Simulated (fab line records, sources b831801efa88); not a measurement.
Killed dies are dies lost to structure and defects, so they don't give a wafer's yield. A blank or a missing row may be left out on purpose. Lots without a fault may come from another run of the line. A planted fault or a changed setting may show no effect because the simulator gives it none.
One fault seen from 2 desks | flow sky130 | each desk has only its own numbers; what lay behind them comes last

THE METROLOGY DESK
What the gauges read, lot by lot, whatever tool the lot ran on: means of the sampled wafers that have a number. A lot is out of limits, marked OUT, if its mean lies more than 4 standard deviations from the usual mean; the brackets give that distance.
Columns: A = METAL2_ALCU_THK at SKY_METAL2_THK_MEAS_06, usual 252 nm; B = cd_nm at SKY_VIA2_CD_MEAS_12, usual 200.1 nm; C = VIA2_OVL at SKY_VIA2_OVL_MEAS_13, usual -4 nm
lot  | first seen here | A   | B     | C
L313 | day 35 04:24    | 252 | 200.9 | -7
L314 | day 35 07:29    | 254 | 201.1 | 2
L315 | day 35 10:57    | 253 | 198.7 | -2
L317 | day 35 20:55    | 254 | 200.5 | -7
L319 | day 36 19:58    | 252 | 200.2 | -4
L322 | day 37 11:20    | 248 | 201.4 | -4
L323 | day 37 19:35    | 254 | 198.4 | -1
L329 | day 40 10:19    | 245 | 199.8 | -7
L331 | day 41 05:34    | 250 | 200.3 | -8
L334 | day 41 08:43    | 247 | 199.8 | -0
L333 | day 41 09:56    | 260 | 199.0 | -4
L335 | day 41 15:49    | 255 | 198.9 | -3
This desk's finding: nothing out of limits on any of the 12 lots.

THE TOOL OWNER'S DESK: rie_diel-02
The tool's own readings at SKY_VIA2_ETCH_14 (etches BARC in N2/H2, stops on SiO2, time 45.9 s, target depth 60 nm): means of the sampled wafers that have a number, for each lot that ran on this tool. A lot is out of limits, marked OUT, if its mean lies more than 4 standard deviations from the usual mean; the brackets give that distance.
Columns: A = bias_w at SKY_VIA2_ETCH_14, usual 100.1 W; B = drypump_motor_current_A at SKY_VIA2_ETCH_14, usual 5.6 A; C = oes_product_au at SKY_VIA2_ETCH_14, usual 0.854 a.u.; D = rf_fwd_power_W at SKY_VIA2_ETCH_14, usual 495.3 W; E = throttle_valve_pct at SKY_VIA2_ETCH_14, usual 13.225 %
lot  | first seen here | A               | B   | C     | D     | E
L313 | day 37 11:13    | 100.2           | 5.5 | 0.854 | 494.7 | 13.218
L315 | day 37 16:27    | 100.2           | 5.5 | 0.852 | 495.1 | 13.232
L317 | day 38 02:32    | 100.0           | 5.4 | 0.850 | 494.9 | 13.221
L319 | day 39 00:03    | 100.1           | 5.5 | 0.854 | 495.0 | 13.224
L322 | day 39 16:39    | 103.9 (+12) OUT | 5.5 | 0.859 | 495.7 | 13.227
L323 | day 40 00:02    | 103.8 (+12) OUT | 5.0 | 0.854 | 494.1 | 13.217
L331 | day 43 06:10    | 99.9            | 5.4 | 0.854 | 498.0 | 13.223
L333 | day 43 11:28    | 100.3           | 5.4 | 0.855 | 496.8 | 13.220
L335 | day 43 17:12    | 100.0           | 5.2 | 0.853 | 492.2 | 13.225
This desk's finding: out of limits on L322, L323; first on L322, day 39 16:39 (bias_w at SKY_VIA2_ETCH_14). In limits: L313, L315, L317, L319, L331, L333, L335.

PUT TOGETHER
The tool owner's desk could have raised an alarm at day 39 16:39, on L322, L323.
The metrology desk saw nothing out of limits.
The metrology desk has L322, L323 on record, within its limits.
Of the lots named, all ran SKY_VIA2_ETCH_14 on rie_diel-02.

WHAT THE SIMULATOR HAD PUT IN
Process parameter drift: rie_diel-02, from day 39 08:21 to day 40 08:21, at SKY_VIA2_ETCH_14. Setting bias_w, moved by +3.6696, from 100. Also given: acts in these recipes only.
Lots struck among those shown: L322, L323.
Hours from the fault's start to each desk's first reading out of limits: the tool owner's desk, 8.
